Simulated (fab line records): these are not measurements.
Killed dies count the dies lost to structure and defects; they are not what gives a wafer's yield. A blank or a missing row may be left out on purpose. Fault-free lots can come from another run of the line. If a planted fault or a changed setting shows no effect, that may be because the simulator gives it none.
Matching of chambers | flow sky130 | pecvd-02 running SKY_PASSIVATION_CVD_02: 3 sister chambers
The step deposits Si3N4, target thk 540 nm. 6 wafers are shown with their chamber, then 12 later ones without.

## EACH WAFER AND ITS CHAMBER
wafer  | chamber | heater-power-w (W)
L084.5 | 2       | 716
L089.1 | 1       | 861
L089.6 | 0       | 721
L090.1 | 2       | 639
L090.2 | 0       | 706
L090.5 | 1       | 821

## WAFERS WITHOUT THEIR CHAMBER
wafer  | heater-power-w (W)
L091.2 | 670
L091.4 | 707
L091.5 | 858
L092.3 | 683
L092.4 | 698
L092.5 | 857
L093.1 | 781
L093.4 | 626
L093.5 | 709
L097.2 | 707
L097.5 | 840
L097.6 | 687

## THE CHAMBER EACH PASSED THROUGH
wafer  | from the rows above          | in truth
L091.2 | can't be placed: 2 or 0      | 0
L091.4 | can't be placed: 0 or 2      | 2
L091.5 | 1                            | 1
L092.3 | can't be placed: 2 or 0      | 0
L092.4 | can't be placed: 0 or 2      | 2
L092.5 | 1                            | 1
L093.1 | can't be placed: 1 or 0 or 2 | 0
L093.4 | can't be placed: 2 or 0      | 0
L093.5 | can't be placed: 0 or 2      | 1
L097.2 | can't be placed: 0 or 2      | 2
L097.5 | 1                            | 1
L097.6 | can't be placed: 2 or 0      | 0
Correctly placed: 3 of 12. Not placeable from these rows: 9 (in 8, the candidates include the true chamber). Number placed wrongly: 0.
How it was worked out, from the rows above alone: a wafer's distance from a chamber is the root of the sum, over the readings, of the square of ((its reading less the chamber's mean) divided by the reading's scatter). If the next closest chamber is less than 2 further off than the closest, the wafer can't be placed; otherwise it belongs to the closest. Each chamber's mean is taken over the wafers shown for it. The scatter is the square root of a quotient: the sum, over the shown wafers, of each reading's squared deviation from its chamber's mean, divided by wafers minus chambers.
